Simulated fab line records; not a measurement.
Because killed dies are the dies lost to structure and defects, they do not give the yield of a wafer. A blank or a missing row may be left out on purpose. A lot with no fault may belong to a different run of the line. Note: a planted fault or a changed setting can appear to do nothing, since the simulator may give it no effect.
fab line records + flow sky130 + part 1 of 2: steps 1 to 42 of 43
[record]
- lots = 6
- wafers = 18
- last-day = 50
route steps=708 shown METAL1@442 VIA1@458 METAL2@483 PAD_OPEN@708
lots untouched by any fault: they come from a run of this same line in which no faults occurred
start-h: the number of hours between the record's first day and the start of the first shown wafer of the lot + wait-h: time in hours since the lot's previous step + " unchanged from the row above + L1.1+2: a single row standing in for several wafers + - no value, or no start was given + * or withheld: withheld + < > ~ a bound
route shown NAME@n: names a module that has steps shown in the file, with the first one's number in the route + usual: average and standard deviation across the fault-free wafers + same: alike in all rows + chamber/n: place in a boat + sites: readings site by site + _std_site: standard deviation of those values + _edge_site: mean of outer sites minus mean of inner sites + radius-mm: for every site, how far away it sits from the centre of the wafer + mask NAME#n: copy n + behind: the last tool/chamber to shape the wafer + hold: the reason the lot was held/the length of the hold in hours/how it ended + device: the n, p or np transistor that did not switch + end of line: the same wafers' tests at the end of the route + a step without rows: its recipe alone + killed: count of dies lost to structure and defects at first sort (not the wafer's yield) + map: per-die view of a wafer (x killed, . not killed, _ where there is no die)
set.NAME: the setting the step ran with; set.NAME@STEP: the setting that earlier step ran with + model.NAME: the simulator's own value behind a step, which no gauge read
lots at selected steps of the route; one table per step, one row per wafer
services: the hour from which a tool's chamber was out of use, counted from the record's first day as start-h (under 0 if before that day), plus the number of hours and why
[[steps]]
[step SKY_METAL1_HMDS_08]
[recipe]
- prime-time-s = 60
- prime-temp-c = 120
[step SKY_METAL1_COAT_09]
[recipe]
- resist = BARC
- temp-c = withheld
- time-s = withheld
- spin-rpm = 3000
- resist-thk-nm = 60
[step SKY_METAL1_COAT_10]
[recipe]
- resist = KrF-thick
- spin-rpm = 3000
- resist-thk-nm = 450
[step SKY_METAL1_SOFTBAKE_11]
[recipe]
- temp-c = 100
- time-s = 90
- resist = KrF-thick
[step SKY_METAL1_EXPOSE_12]
[recipe]
- mask-id = MM1
- na = 0.8
- source-shape = annular
- sigma-inner = 0.55
- sigma-outer = 0.85
- target-cd-nm = 140
- dose-mj = 28
[step SKY_METAL1_PEB_13]
[recipe]
- peb-temp-c = withheld
- peb-time-s = withheld
- resist = KrF-thick
[step SKY_METAL1_DEVELOP_14]
[recipe]
- develop-time-s = 60
- resist = KrF-thick
- dev-temp-c = 21.54
[step SKY_METAL1_CD_MEAS_15]
[recipe]
- target-cd-nm = 140
[usual]
- cd-nm = 140.1/1.9
| lot.wafer | tool      | chamber | start-h | wait-h | cd-nm |
|-----------|-----------|---------|---------|--------|-------|
| L785.2    | cd-sem-02 | -       | 775.16  | -      | 139.2 |
| L785.4    | "         | -       | "       | "      | 138.0 |
| L785.5    | "         | -       | "       | "      | 139.7 |
| L786.1    | cd-sem-01 | -       | 776.66  | -      | 138.5 |
| L786.3    | "         | -       | "       | "      | 137.7 |
| L786.4    | "         | -       | "       | "      | 139.0 |
| L790.2    | cd-sem-02 | -       | 811.02  | -      | 137.2 |
| L790.4    | "         | -       | "       | "      | 138.6 |
| L790.6    | "         | -       | "       | "      | 138.5 |
| L797.2    | cd-sem-01 | -       | 863.48  | -      | 141.9 |
| L797.4    | "         | -       | "       | "      | 140.5 |
| L797.6    | "         | -       | "       | "      | 142.0 |
| L798.2    | cd-sem-01 | -       | 877.82  | -      | 141.7 |
| L798.3    | "         | -       | "       | "      | 141.5 |
| L798.6    | "         | -       | "       | "      | 141.1 |
| L808.3    | cd-sem-01 | -       | 944.04  | -      | 139.9 |
| L808.4    | "         | -       | "       | "      | 140.5 |
| L808.5    | "         | -       | "       | "      | 141.9 |
[step SKY_METAL1_OVL_MEAS_16]
[usual]
- METAL1_OVL = -2/5.1
| lot.wafer | tool       | chamber | start-h | wait-h | METAL1_OVL[nm] |
|-----------|------------|---------|---------|--------|----------------|
| L785.2    | overlay-01 | -       | 775.26  | 0.1    | -1             |
| L785.4    | "          | -       | "       | "      | -5             |
| L785.5    | "          | -       | "       | "      | 4              |
| L786.1    | overlay-02 | -       | 776.78  | 0.1    | -3             |
| L786.3    | "          | -       | "       | "      | 0              |
| L786.4    | "          | -       | "       | "      | -2             |
| L790.2    | overlay-02 | -       | 811.13  | 0.1    | 8              |
| L790.4    | "          | -       | "       | "      | 6              |
| L790.6    | "          | -       | "       | "      | 8              |
| L797.2    | overlay-02 | -       | 863.59  | 0.1    | 1              |
| L797.4    | "          | -       | "       | "      | -6             |
| L797.6    | "          | -       | "       | "      | -9             |
| L798.2    | overlay-02 | -       | 877.93  | 0.1    | -3             |
| L798.3    | "          | -       | "       | "      | -1             |
| L798.6    | "          | -       | "       | "      | -7             |
| L808.3    | overlay-01 | -       | 944.13  | 0.1    | -1             |
| L808.4    | "          | -       | "       | "      | -6             |
| L808.5    | "          | -       | "       | "      | -2             |
[step SKY_METAL1_DESCUM_17]
[recipe]
- chemistry = O2
- source-power-w = 150
- bias-power-w = 0
- pressure-mtorr = 10
- temp-c = 40
- time-s = 8
[step SKY_METAL1_ETCH_18]
[recipe]
- chemistry = N2/H2
- target = BARC
- ion-energy-ev = 200
- bias-w = 100
- pressure-mtorr = 30
- n2-flow-sccm = 100
- h2-flow-sccm = 200
- icp-w = 500
- stop-on = SiO2
- time-s = 45.9
- target-depth-a = 600
[step SKY_METAL1_METAL_ETCH_19]
[recipe]
- target-depth-a = 3600
- stop-on = SiO2
- over-etch-frac = 0.3
- time-s = 78
- chemistry = Cl2/BCl3
- resist-sidewall-deg = 88
- pressure-mtorr = 10
- icp-w = 900
- bias-w = 48.5
- Cl2_flow_sccm = 60
- bcl3-flow-sccm = 30
[step SKY_METAL1_STRIP_20]
[recipe]
- chemistry = O2/N2
- power-w = 1400
- pressure-mtorr = 1500
- platen-temp-c = withheld
- o2-flow-sccm = 3000
- n2-flow-sccm = 300
- overash-fraction = 0.5
[usual]
- drypump-motor-current-A = 5.6/0.46
- oes-product-au = 0.343/0.005
- strip-time-to-endpoint-s = 2.69/0.07
| lot.wafer | tool            | chamber | start-h | wait-h | drypump-motor-current-A | oes-product-au | rf-hours-counter-h | strip-time-to-endpoint-s |
|-----------|-----------------|---------|---------|--------|-------------------------|----------------|--------------------|--------------------------|
| L785.2    | plasma-asher-03 | 0       | 775.48  | 0.1    | 5.6                     | 0.340          | 93                 | 2.70                     |
| L785.4    | "               | 1       | "       | "      | 5.9                     | 0.349          | -                  | 2.82                     |
| L785.5    | "               | 1       | "       | "      | 5.9                     | 0.352          | -                  | 2.83                     |
| L786.1    | plasma-asher-02 | 0       | 777.00  | 0.1    | 5.9                     | 0.342          | 36                 | 2.69                     |
| L786.3    | "               | 1       | "       | "      | 4.9                     | 0.338          | -                  | 2.67                     |
| L786.4    | "               | 0       | "       | "      | 5.8                     | 0.339          | -                  | 2.67                     |
| L790.2    | plasma-asher-01 | 0       | 811.34  | 0.1    | 6.3                     | 0.352          | 72                 | 2.81                     |
| L790.4    | "               | 1       | "       | "      | 5.4                     | 0.336          | -                  | 2.73                     |
| L790.6    | "               | 0       | "       | "      | 6.3                     | 0.349          | -                  | 2.70                     |
| L797.2    | plasma-asher-01 | 0       | 863.80  | 0.1    | 6.2                     | 0.344          | 78                 | 2.70                     |
| L797.4    | "               | 0       | "       | "      | 6.3                     | 0.341          | -                  | 2.71                     |
| L797.6    | "               | 1       | "       | "      | 5.4                     | 0.339          | -                  | 2.68                     |
| L798.2    | plasma-asher-01 | 0       | 878.14  | 0.1    | 6.3                     | 0.346          | 79                 | 2.82                     |
| L798.3    | "               | 1       | "       | "      | 5.4                     | 0.347          | -                  | 2.70                     |
| L798.6    | "               | 1       | "       | "      | 5.4                     | 0.346          | -                  | 2.80                     |
| L808.3    | plasma-asher-02 | 0       | 944.37  | 0.1    | 5.8                     | 0.348          | -                  | 2.67                     |
| L808.4    | "               | 1       | "       | "      | 4.9                     | 0.345          | -                  | 2.68                     |
| L808.5    | "               | 1       | "       | "      | 4.9                     | 0.338          | -                  | 2.67                     |
[step SKY_METAL1_STRIP_21]
[recipe]
- chemistry = post-etch-residue-remover
- time-s = 1200
- temp-c = 72.5
[step SKY_METAL1_CLEAN_22]
[recipe]
- chemistry = IPA
- time-s = 180
- temp-c = 25
[step SKY_METAL1_CLEAN_23]
[recipe]
- chemistry = O3/DIW
- dry = n2-spin
[step SKY_VIA1_HDPCVD_00]
[recipe]
- material = SiO2
- target-thk-nm = 1030
- sigma-open-frac = 0.3
- time-s = 171.7
- temp-c = 400
- sih4-flow-sccm = 60
- pressure-mtorr = 6
[step SKY_VIA1_THK_MEAS_01]
[recipe]
- reads = SiO2_of_VIA1_HDPCVD_00
[usual]
- VIA1_HDPCVD_THK = 1029/12
| lot.wafer | tool          | chamber | start-h | wait-h | VIA1_HDPCVD_THK[nm] |
|-----------|---------------|---------|---------|--------|---------------------|
| L785.2    | film-metro-01 | -       | 776.19  | 0.1    | 1043                |
| L785.4    | "             | -       | "       | "      | 1039                |
| L785.5    | "             | -       | "       | "      | 1046                |
| L786.1    | film-metro-02 | -       | 777.71  | 0.1    | 1048                |
| L786.3    | "             | -       | "       | "      | 1056                |
| L786.4    | "             | -       | "       | "      | 1054                |
| L790.2    | film-metro-02 | -       | 812.05  | 0.1    | 1029                |
| L790.4    | "             | -       | "       | "      | 1032                |
| L790.6    | "             | -       | "       | "      | 1035                |
| L797.2    | film-metro-02 | -       | 864.52  | 0.1    | 1021                |
| L797.4    | "             | -       | "       | "      | 1032                |
| L797.6    | "             | -       | "       | "      | 1019                |
| L798.2    | film-metro-03 | -       | 878.86  | 0.1    | 1026                |
| L798.3    | "             | -       | "       | "      | 1018                |
| L798.6    | "             | -       | "       | "      | 1014                |
| L808.3    | film-metro-02 | -       | 945.06  | 0.1    | 1047                |
| L808.4    | "             | -       | "       | "      | 1012                |
| L808.5    | "             | -       | "       | "      | 1042                |
[step SKY_VIA1_CMP_02]
[recipe]
- material = SiO2
- down-force-psi = 4
- platen-rpm = 60
- pad-velocity-m-s = 0.94248
[step SKY_VIA1_BOW_MEAS_03]
[recipe]
- mode = bow
[usual]
- VIA1_BOW = 81/7.5
| lot.wafer | tool          | chamber | start-h | wait-h | VIA1_BOW[um] |
|-----------|---------------|---------|---------|--------|--------------|
| L785.2    | film-metro-02 | -       | 776.56  | 0.2    | 91           |
| L785.4    | "             | -       | "       | "      | 84           |
| L785.5    | "             | -       | "       | "      | 69           |
| L786.1    | film-metro-01 | -       | 778.07  | 0.1    | 85           |
| L786.3    | "             | -       | "       | "      | 78           |
| L786.4    | "             | -       | "       | "      | 83           |
| L790.2    | film-metro-03 | -       | 812.42  | 0.2    | 74           |
| L790.4    | "             | -       | "       | "      | 86           |
| L790.6    | "             | -       | "       | "      | 87           |
| L797.2    | film-metro-03 | -       | 864.89  | 0.3    | 77           |
| L797.4    | "             | -       | "       | "      | 81           |
| L797.6    | "             | -       | "       | "      | 85           |
| L798.2    | film-metro-03 | -       | 879.23  | 0.3    | 71           |
| L798.3    | "             | -       | "       | "      | 74           |
| L798.6    | "             | -       | "       | "      | 88           |
| L808.3    | film-metro-01 | -       | 945.44  | 0.2    | 84           |
| L808.4    | "             | -       | "       | "      | 79           |
| L808.5    | "             | -       | "       | "      | 86           |
[step SKY_VIA1_DEHYDRATE_04]
[recipe]
- temp-c = 200
- time-s = 60
[step SKY_VIA1_HMDS_05]
[recipe]
- prime-time-s = 60
- prime-temp-c = 120
[step SKY_VIA1_COAT_06]
[recipe]
- resist = BARC
- temp-c = withheld
- time-s = withheld
- spin-rpm = 3000
- resist-thk-nm = 60
[step SKY_VIA1_COAT_07]
[recipe]
- resist = KrF-thick
- spin-rpm = 3000
- resist-thk-nm = 450
[step SKY_VIA1_SOFTBAKE_08]
[recipe]
- temp-c = 100
- time-s = 90
- resist = KrF-thick
[step SKY_VIA1_EXPOSE_09]
[recipe]
- mask-id = VIM
- na = 0.8
- source-shape = annular
- sigma-inner = 0.55
- sigma-outer = 0.85
- target-cd-nm = 150
- dose-mj = 38
[step SKY_VIA1_PEB_10]
[recipe]
- peb-temp-c = withheld
- peb-time-s = withheld
- resist = KrF-thick
[step SKY_VIA1_DEVELOP_11]
[recipe]
- develop-time-s = 60
- resist = KrF-thick
- dev-temp-c = 21.45
[step SKY_VIA1_CD_MEAS_12]
[recipe]
- target-cd-nm = 150
[usual]
- cd-nm = 150.5/1.8
| lot.wafer | tool      | chamber | start-h | wait-h | cd-nm |
|-----------|-----------|---------|---------|--------|-------|
| L785.2    | cd-sem-01 | -       | 803.04  | -      | 149.1 |
| L785.4    | "         | -       | "       | "      | 146.6 |
| L785.5    | "         | -       | "       | "      | 149.3 |
| L786.1    | cd-sem-01 | -       | 804.81  | -      | 150.3 |
| L786.3    | "         | -       | "       | "      | 151.6 |
| L786.4    | "         | -       | "       | "      | 151.8 |
| L790.2    | cd-sem-01 | -       | 838.59  | -      | 149.4 |
| L790.4    | "         | -       | "       | "      | 147.8 |
| L790.6    | "         | -       | "       | "      | 150.3 |
| L797.2    | cd-sem-01 | -       | 891.18  | -      | 152.4 |
| L797.4    | "         | -       | "       | "      | 151.4 |
| L797.6    | "         | -       | "       | "      | 150.2 |
| L798.2    | cd-sem-02 | -       | 905.23  | -      | 150.7 |
| L798.3    | "         | -       | "       | "      | 152.4 |
| L798.6    | "         | -       | "       | "      | 152.1 |
| L808.3    | cd-sem-02 | -       | 969.71  | -      | 152.1 |
| L808.4    | "         | -       | "       | "      | 150.7 |
| L808.5    | "         | -       | "       | "      | 152.0 |
[step SKY_VIA1_OVL_MEAS_13]
[usual]
- VIA1_OVL = -1/5.1
| lot.wafer | tool       | chamber | start-h | wait-h | VIA1_OVL[nm] |
|-----------|------------|---------|---------|--------|--------------|
| L785.2    | overlay-01 | -       | 803.14  | 0.1    | 2            |
| L785.4    | "          | -       | "       | "      | 6            |
| L785.5    | "          | -       | "       | "      | 0            |
| L786.1    | overlay-02 | -       | 804.93  | 0.1    | -1           |
| L786.3    | "          | -       | "       | "      | -2           |
| L786.4    | "          | -       | "       | "      | -3           |
| L790.2    | overlay-01 | -       | 838.69  | 0.1    | -9           |
| L790.4    | "          | -       | "       | "      | -2           |
| L790.6    | "          | -       | "       | "      | -5           |
| L797.2    | overlay-02 | -       | 891.29  | 0.1    | 2            |
| L797.4    | "          | -       | "       | "      | 3            |
| L797.6    | "          | -       | "       | "      | 6            |
| L798.2    | overlay-01 | -       | 905.34  | 0.1    | -1           |
| L798.3    | "          | -       | "       | "      | -5           |
| L798.6    | "          | -       | "       | "      | 0            |
| L808.3    | overlay-02 | -       | 969.80  | 0.1    | 0            |
| L808.4    | "          | -       | "       | "      | -5           |
| L808.5    | "          | -       | "       | "      | 1            |
[step SKY_VIA1_ETCH_14]
[recipe]
- chemistry = N2/H2
- target = BARC
- ion-energy-ev = 200
- source-w = 500
- bias-w = 100
- pressure-mtorr = 30
- n2-flow-sccm = 100
- h2-flow-sccm = 200
- stop-on = SiO2
- time-s = 45.9
- target-depth-a = 600
[usual]
- drypump-motor-current-A = 5.5/0.45
- oes-product-au = 0.854/0.0044
- throttle-valve-pct = 13.225/0.0095
[same]
- time-s = 45.9
| lot.wafer | tool        | chamber | start-h | wait-h | drypump-motor-current-A | oes-product-au | rf-hours-counter-h | throttle-valve-pct |
|-----------|-------------|---------|---------|--------|-------------------------|----------------|--------------------|--------------------|
| L785.2    | rie-diel-01 | 1       | 803.17  | 0.0    | 5.5                     | 0.859          | 1                  | 13.235             |
| L785.4    | "           | 3       | "       | "      | 5.5                     | 0.863          | 0                  | 13.223             |
| L785.5    | "           | 3       | "       | "      | 5.5                     | 0.846          | -                  | 13.232             |
| L786.1    | rie-diel-03 | 0       | 804.97  | 0.0    | 4.9                     | 0.850          | 17                 | 13.213             |
| L786.3    | "           | 1       | "       | "      | 5.0                     | 0.850          | 10                 | 13.220             |
| L786.4    | "           | 3       | "       | "      | 5.6                     | 0.851          | 3                  | 13.236             |
| L790.2    | rie-diel-03 | 1       | 838.72  | 0.0    | 5.0                     | 0.858          | 12                 | 13.230             |
| L790.4    | "           | 3       | "       | "      | 5.6                     | 0.853          | 4                  | 13.229             |
| L790.6    | "           | 3       | "       | "      | 5.6                     | 0.851          | -                  | 13.229             |
| L797.2    | rie-diel-03 | 2       | 891.32  | 0.0    | 5.9                     | 0.858          | 25                 | 13.222             |
| L797.4    | "           | 1       | "       | "      | 5.0                     | 0.860          | 14                 | 13.222             |
| L797.6    | "           | 3       | "       | "      | 5.6                     | 0.850          | -                  | 13.214             |
| L798.2    | rie-diel-02 | 3       | 905.37  | 0.0    | 6.4                     | 0.860          | 1                  | 13.234             |
| L798.3    | "           | 0       | "       | "      | 5.0                     | 0.852          | 5                  | 13.230             |
| L798.6    | "           | 0       | "       | "      | 5.0                     | 0.866          | -                  | 13.224             |
| L808.3    | rie-diel-02 | 2       | 969.83  | 0.0    | 5.1                     | 0.851          | 12                 | 13.229             |
| L808.4    | "           | 1       | "       | "      | 5.6                     | 0.855          | 17                 | 13.224             |
| L808.5    | "           | 2       | "       | "      | 5.1                     | 0.848          | -                  | 13.226             |
[step SKY_VIA1_ETCH_15]
[recipe]
- target = SiO2
- chemistry = C4F8/O2/Ar
- target-depth-nm = 351
- stop-on = TiN
- mask-material = KrF-thick
- source-w = 1500
- bias-w = 1200
- pressure-mtorr = 40
- c4f8-flow-sccm = withheld
- O2_flow_sccm = 6
- Ar_flow_sccm = 300
- time-s = 54
[usual]
- oes-product-au = 0.982/0.0055
[same]
- time-s = 54
| lot.wafer | tool        | chamber | start-h | wait-h | oes-product-au | rf-hours-counter-h |
|-----------|-------------|---------|---------|--------|----------------|--------------------|
| L785.2    | rie-diel-01 | 1       | 803.22  | 0.0    | 0.983          | 1                  |
| L785.4    | "           | 3       | "       | "      | 0.987          | 0                  |
| L785.5    | "           | 3       | "       | "      | 0.986          | -                  |
| L786.1    | rie-diel-03 | 0       | 805.01  | 0.0    | 0.987          | 17                 |
| L786.3    | "           | 1       | "       | "      | 0.975          | 10                 |
| L786.4    | "           | 3       | "       | "      | 0.979          | 3                  |
| L790.2    | rie-diel-03 | 1       | 838.77  | 0.0    | 0.983          | 12                 |
| L790.4    | "           | 3       | "       | "      | 0.987          | 5                  |
| L790.6    | "           | 3       | "       | "      | 0.979          | -                  |
| L797.2    | rie-diel-03 | 2       | 891.36  | 0.0    | 0.986          | 25                 |
| L797.4    | "           | 1       | "       | "      | 0.978          | 14                 |
| L797.6    | "           | 3       | "       | "      | 0.983          | -                  |
| L798.2    | rie-diel-02 | 3       | 905.41  | 0.0    | 0.984          | 1                  |
| L798.3    | "           | 0       | "       | "      | 0.979          | 5                  |
| L798.6    | "           | 0       | "       | "      | 0.991          | -                  |
| L808.3    | rie-diel-02 | 2       | 969.87  | 0.0    | 0.980          | 12                 |
| L808.4    | "           | 1       | "       | "      | 0.985          | 17                 |
| L808.5    | "           | 2       | "       | "      | 0.977          | -                  |
[step SKY_VIA1_STRIP_16]
[recipe]
- chemistry = O2/N2
- power-w = 1400
- pressure-mtorr = 1500
- platen-temp-c = withheld
- o2-flow-sccm = 3000
- n2-flow-sccm = 300
- overash-fraction = 0.5
[usual]
- drypump-motor-current-A = 5.7/0.44
- oes-product-au = 0.416/0.0052
- strip-time-to-endpoint-s = 4.454/0.022
| lot.wafer | tool            | chamber | start-h | wait-h | drypump-motor-current-A | oes-product-au | rf-hours-counter-h | strip-time-to-endpoint-s |
|-----------|-----------------|---------|---------|--------|-------------------------|----------------|--------------------|--------------------------|
| L785.2    | plasma-asher-04 | 0       | 803.26  | 0.0    | 6.1                     | 0.419          | 6                  | 4.467                    |
| L785.4    | "               | 1       | "       | "      | 6.0                     | 0.409          | -                  | 4.442                    |
| L785.5    | "               | 1       | "       | "      | 6.0                     | 0.417          | -                  | 4.439                    |
| L786.1    | plasma-asher-02 | 0       | 805.06  | 0.0    | 5.8                     | 0.414          | 39                 | 4.439                    |
| L786.3    | "               | 1       | "       | "      | 4.9                     | 0.415          | -                  | 4.455                    |
| L786.4    | "               | 0       | "       | "      | 5.8                     | 0.412          | -                  | 4.437                    |
| L790.2    | plasma-asher-02 | 0       | 838.81  | 0.0    | 5.9                     | 0.414          | 43                 | 4.464                    |
| L790.4    | "               | 1       | "       | "      | 4.9                     | 0.415          | -                  | 4.449                    |
| L790.6    | "               | 0       | "       | "      | 5.8                     | 0.413          | -                  | 4.440                    |
| L797.2    | plasma-asher-04 | 1       | 891.41  | 0.0    | 6.0                     | 0.406          | 13                 | 4.457                    |
| L797.4    | "               | 0       | "       | "      | 6.1                     | 0.414          | -                  | 4.458                    |
| L797.6    | "               | 0       | "       | "      | 6.1                     | 0.417          | -                  | 4.430                    |
| L798.2    | plasma-asher-04 | 1       | 905.46  | 0.0    | 6.0                     | 0.411          | 14                 | 4.442                    |
| L798.3    | "               | 1       | "       | "      | 6.0                     | 0.421          | -                  | 4.447                    |
| L798.6    | "               | 1       | "       | "      | 6.0                     | 0.413          | -                  | 4.444                    |
| L808.3    | plasma-asher-03 | 1       | 969.95  | 0.1    | 6.0                     | 0.413          | -                  | 4.470                    |
| L808.4    | "               | 0       | "       | "      | 5.6                     | 0.412          | -                  | 4.460                    |
| L808.5    | "               | 1       | "       | "      | 5.9                     | 0.417          | -                  | 4.465                    |
[step SKY_VIA1_STRIP_17]
[recipe]
- chemistry = post-etch-residue-remover
- time-s = 1200
- temp-c = 72.5
[step SKY_VIA1_CLEAN_18]
[recipe]
- chemistry = IPA
- time-s = 180
- temp-c = 25
[step SKY_VIA1_CLEAN_19]
[recipe]
- chemistry = O3/DIW
- dry = n2-spin
[step SKY_VIA1_SPUTTER_20]
[recipe]
- material = TiN
- target-thk-nm = 20
- chamber-pressure-pa = 5
- power-w = 4000
- time-s = 80
[step SKY_VIA1_CVD_21]
[recipe]
- material = W
- target-thk-nm = 270
- time-s = 80.902
- temp-c = 400
- pressure-torr = 40
[usual]
- heater-power-w = 872/53
- susceptor-temp-C = 400.03/0.22
[same]
- time-s = 80.902
| lot.wafer | tool     | chamber | start-h | wait-h | heater-power-w | susceptor-temp-C |
|-----------|----------|---------|---------|--------|----------------|------------------|
| L785.2    | cvd-w-01 | 0       | 803.92  | 0.0    | 877            | 399.97           |
| L785.4    | "        | 0       | "       | "      | 869            | 399.99           |
| L785.5    | "        | 1       | "       | "      | 887            | 400.37           |
| L786.1    | cvd-w-01 | 1       | 805.71  | 0.0    | 933            | 400.36           |
| L786.3    | "        | 0       | "       | "      | 857            | 400.17           |
| L786.4    | "        | 1       | "       | "      | 919            | 400.31           |
| L790.2    | cvd-w-02 | 1       | 839.50  | 0.0    | 897            | 399.99           |
| L790.4    | "        | 0       | "       | "      | 772            | 400.45           |
| L790.6    | "        | 0       | "       | "      | 767            | 400.39           |
| L797.2    | cvd-w-02 | 1       | 892.09  | 0.0    | 891            | 400.17           |
| L797.4    | "        | 0       | "       | "      | 779            | 400.17           |
| L797.6    | "        | 1       | "       | "      | 895            | 400.07           |
| L798.2    | cvd-w-01 | 1       | 906.17  | 0.1    | 923            | 399.86           |
| L798.3    | "        | 1       | "       | "      | 935            | 399.97           |
| L798.6    | "        | 1       | "       | "      | 912            | 399.53           |
| L808.3    | cvd-w-01 | 1       | 970.64  | 0.1    | 943            | 400.28           |
| L808.4    | "        | 0       | "       | "      | 853            | 399.86           |
| L808.5    | "        | 1       | "       | "      | 915            | 400.14           |
[step SKY_VIA1_RS_MEAS_22]
[recipe]
- thk-meas-gauge = four-point-probe
- reads = W_of_VIA1_CVD_21+TiN_of_VIA1_SPUTTER_20
[usual]
- VIA1_W_RS = 0.428/0.0041
| lot.wafer | tool          | chamber | start-h | wait-h | VIA1_W_RS[ohm/sq] |
|-----------|---------------|---------|---------|--------|-------------------|
| L785.2    | film-metro-02 | -       | 804.03  | 0.1    | 0.434             |
| L785.4    | "             | -       | "       | "      | 0.431             |
| L785.5    | "             | -       | "       | "      | 0.425             |
| L786.1    | film-metro-02 | -       | 805.87  | 0.1    | 0.421             |
| L786.3    | "             | -       | "       | "      | 0.431             |
| L786.4    | "             | -       | "       | "      | 0.420             |
| L790.2    | film-metro-02 | -       | 839.61  | 0.1    | 0.433             |
| L790.4    | "             | -       | "       | "      | 0.429             |
| L790.6    | "             | -       | "       | "      | 0.432             |
| L797.2    | film-metro-02 | -       | 892.20  | 0.1    | 0.430             |
| L797.4    | "             | -       | "       | "      | 0.430             |
| L797.6    | "             | -       | "       | "      | 0.427             |
| L798.2    | film-metro-02 | -       | 906.29  | 0.1    | 0.424             |
| L798.3    | "             | -       | "       | "      | 0.433             |
| L798.6    | "             | -       | "       | "      | 0.425             |
| L808.3    | film-metro-01 | -       | 970.74  | 0.1    | 0.430             |
| L808.4    | "             | -       | "       | "      | 0.433             |
| L808.5    | "             | -       | "       | "      | 0.431             |
[step SKY_VIA1_THK_MEAS_23]
[recipe]
- thk-meas-gauge = xrf
- reads = W_of_VIA1_CVD_21
[usual]
- VIA1_W_THK = 274/3.4
| lot.wafer | tool          | chamber | start-h | wait-h | VIA1_W_THK[nm] |
|-----------|---------------|---------|---------|--------|----------------|
| L785.2    | film-metro-02 | -       | 804.14  | 0.1    | 274            |
| L785.4    | "             | -       | "       | "      | 274            |
| L785.5    | "             | -       | "       | "      | 282            |
| L786.1    | film-metro-02 | -       | 805.99  | 0.1    | 285            |
| L786.3    | "             | -       | "       | "      | 275            |
| L786.4    | "             | -       | "       | "      | 282            |
| L790.2    | film-metro-02 | -       | 839.72  | 0.1    | 271            |
| L790.4    | "             | -       | "       | "      | 272            |
| L790.6    | "             | -       | "       | "      | 270            |
| L797.2    | film-metro-02 | -       | 892.31  | 0.1    | 272            |
| L797.4    | "             | -       | "       | "      | 271            |
| L797.6    | "             | -       | "       | "      | 275            |
| L798.2    | film-metro-02 | -       | 906.40  | 0.1    | 276            |
| L798.3    | "             | -       | "       | "      | 272            |
| L798.6    | "             | -       | "       | "      | 276            |
| L808.3    | film-metro-01 | -       | 970.84  | 0.1    | 272            |
| L808.4    | "             | -       | "       | "      | 271            |
| L808.5    | "             | -       | "       | "      | 272            |
[step SKY_VIA1_CMP_24]
[recipe]
- stop-on = SiO2
- t-overpolish-s = 15
- down-force-psi = 3.5
- platen-rpm = 60
- target-thk-nm = 0
- pad-velocity-m-s = 0.94248
[step SKY_METAL2_SPUTTER_00]
[recipe]
- material = Ti
- target-thk-nm = 15
- power-w = 3000
- time-s = 10
- chamber-pressure-pa = 0.4
[usual]
- throttle-valve-pct = 30.1/1
[same]
- time-s = 10
| lot.wafer | tool           | chamber | start-h | wait-h | throttle-valve-pct |
|-----------|----------------|---------|---------|--------|--------------------|
| L785.2    | pvd-sputter-04 | -       | 804.49  | 0.2    | 29.2               |
| L785.4    | "              | -       | "       | "      | 31.7               |
| L785.5    | "              | -       | "       | "      | 30.0               |
| L786.1    | pvd-sputter-04 | -       | 806.35  | 0.2    | 29.6               |
| L786.3    | "              | -       | "       | "      | 31.7               |
| L786.4    | "              | -       | "       | "      | 30.3               |
| L790.2    | pvd-sputter-03 | -       | 840.07  | 0.1    | 29.2               |
| L790.4    | "              | -       | "       | "      | 32.0               |
| L790.6    | "              | -       | "       | "      | 31.8               |
| L797.2    | pvd-sputter-03 | -       | 892.66  | 0.2    | 30.1               |
| L797.4    | "              | -       | "       | "      | 29.3               |
| L797.6    | "              | -       | "       | "      | 31.8               |
| L798.2    | pvd-sputter-04 | -       | 906.75  | 0.2    | 30.4               |
| L798.3    | "              | -       | "       | "      | 29.4               |
| L798.6    | "              | -       | "       | "      | 31.4               |
| L808.3    | pvd-sputter-03 | -       | 971.51  | 0.2    | 28.8               |
| L808.4    | "              | -       | "       | "      | 31.6               |
| L808.5    | "              | -       | "       | "      | 29.3               |
